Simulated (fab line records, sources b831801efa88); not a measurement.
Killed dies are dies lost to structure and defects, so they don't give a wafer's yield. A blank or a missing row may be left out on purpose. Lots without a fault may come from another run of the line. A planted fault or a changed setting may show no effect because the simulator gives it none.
Which tool did it? | flow sky130 | 11 lots, 33 wafers sampled, at 3 steps of a route of 708

WHAT THE GAUGES READ, wafer by wafer
SKY_METAL1_RS_MEAS_05: measures by four-point-probe.
lot  | measured     | on            | METAL1_ALCU_RS (ohm/sq)
L543 | day 33 15:55 | film_metro-02 | 0.1287 0.1282 0.1254
L544 | day 33 20:37 | film_metro-03 | 0.1291 0.1279 0.1286
L546 | day 34 09:38 | film_metro-01 | 0.1270 0.1271 0.1264
L547 | day 35 04:32 | film_metro-02 | 0.1270 0.1285 0.1274
L548 | day 35 05:58 | film_metro-03 | 0.1256 0.1257 0.1279
L554 | day 37 07:49 | film_metro-03 | 0.1256 0.1268 0.1266
L556 | day 37 16:07 | film_metro-02 | 0.1262 0.1286 0.1267
L557 | day 37 16:28 | film_metro-02 | 0.1262 0.1267 0.1281
L555 | day 37 18:09 | film_metro-01 | 0.1270 0.1268 0.1266
L559 | day 38 06:31 | film_metro-02 | 0.1279 0.1281 0.1280
L560 | day 38 22:23 | film_metro-02 | 0.1268 0.1281 0.1274

SKY_METAL1_THK_MEAS_06: measures by xrf.
lot  | measured     | on            | METAL1_ALCU_THK (nm)
L543 | day 33 16:02 | film_metro-02 | 245 246 251
L544 | day 33 20:43 | film_metro-03 | 243 246 243
L546 | day 34 09:44 | film_metro-01 | 249 248 252
L547 | day 35 04:40 | film_metro-02 | 249 245 247
L548 | day 35 06:03 | film_metro-03 | 252 251 248
L554 | day 37 07:55 | film_metro-03 | 251 249 249
L556 | day 37 16:14 | film_metro-02 | 247 243 247
L557 | day 37 16:34 | film_metro-02 | 249 248 245
L555 | day 37 18:16 | film_metro-01 | 248 249 253
L559 | day 38 06:38 | film_metro-02 | 245 244 244
L560 | day 38 22:29 | film_metro-02 | 246 244 244

WHICH TOOL RAN EACH LOT (tool, then ch and the chambers of the sampled wafers, then the start)
lot  | SKY_METAL1_SPUTTER_04
L543 | pvd_sputter-01, day 33 15:52
L544 | pvd_sputter-02, day 33 20:32
L546 | pvd_sputter-03, day 34 09:33
L547 | pvd_sputter-01, day 35 04:29
L548 | pvd_sputter-03, day 35 05:51
L554 | pvd_sputter-01, day 37 07:43
L556 | pvd_sputter-02, day 37 16:04
L557 | pvd_sputter-03, day 37 16:22
L555 | pvd_sputter-03, day 37 18:06
L559 | pvd_sputter-01, day 38 06:28
L560 | pvd_sputter-02, day 38 22:19
- SKY_METAL1_SPUTTER_04: material TiN, target thk 70 nm, time 58.3 s.

WHAT THE TOOLS THEMSELVES READ (means of the sampled wafers that have a number; where no wafer has one, the mark that the record gives instead)
SKY_METAL1_SPUTTER_04.
lot  | tool           | throttle_valve_pct (%)
L543 | pvd_sputter-01 | 30.4
L544 | pvd_sputter-02 | 28.9
L546 | pvd_sputter-03 | 31.8
L547 | pvd_sputter-01 | 32.2
L548 | pvd_sputter-03 | 31.3
L554 | pvd_sputter-01 | 31.2
L556 | pvd_sputter-02 | 29.4
L557 | pvd_sputter-03 | 30.2
L555 | pvd_sputter-03 | 31.3
L559 | pvd_sputter-01 | 30.5
L560 | pvd_sputter-02 | 29.6

THE ANSWER, worked out from the rows above alone
Rule: what is usual is taken from the lots themselves. Put in order of their means at a reading, lots are off if they are a third of the lots or fewer, leave a main group of 4 or more, and stand apart from it by a gap of 3 or more times the standard deviation of the main group's means; of several such gaps the widest counts. A main group whose means are all the same, to the digits that the tables above print for the reading, isn't used. A lot without any number at a reading at which 4 lots or more have one is off too. The other lots that the step has rows for count as sound. The gauges are gone through in route order, then the tools' own readings, and for those a lot's mean is taken as printed above. The first step at which some lot is off is used, and at that step the reading that is off furthest; a lot without a number counts as furthest.
No lot is off at any reading shown: from this, nothing can be told.

WHAT THE SIMULATOR HAD PUT IN
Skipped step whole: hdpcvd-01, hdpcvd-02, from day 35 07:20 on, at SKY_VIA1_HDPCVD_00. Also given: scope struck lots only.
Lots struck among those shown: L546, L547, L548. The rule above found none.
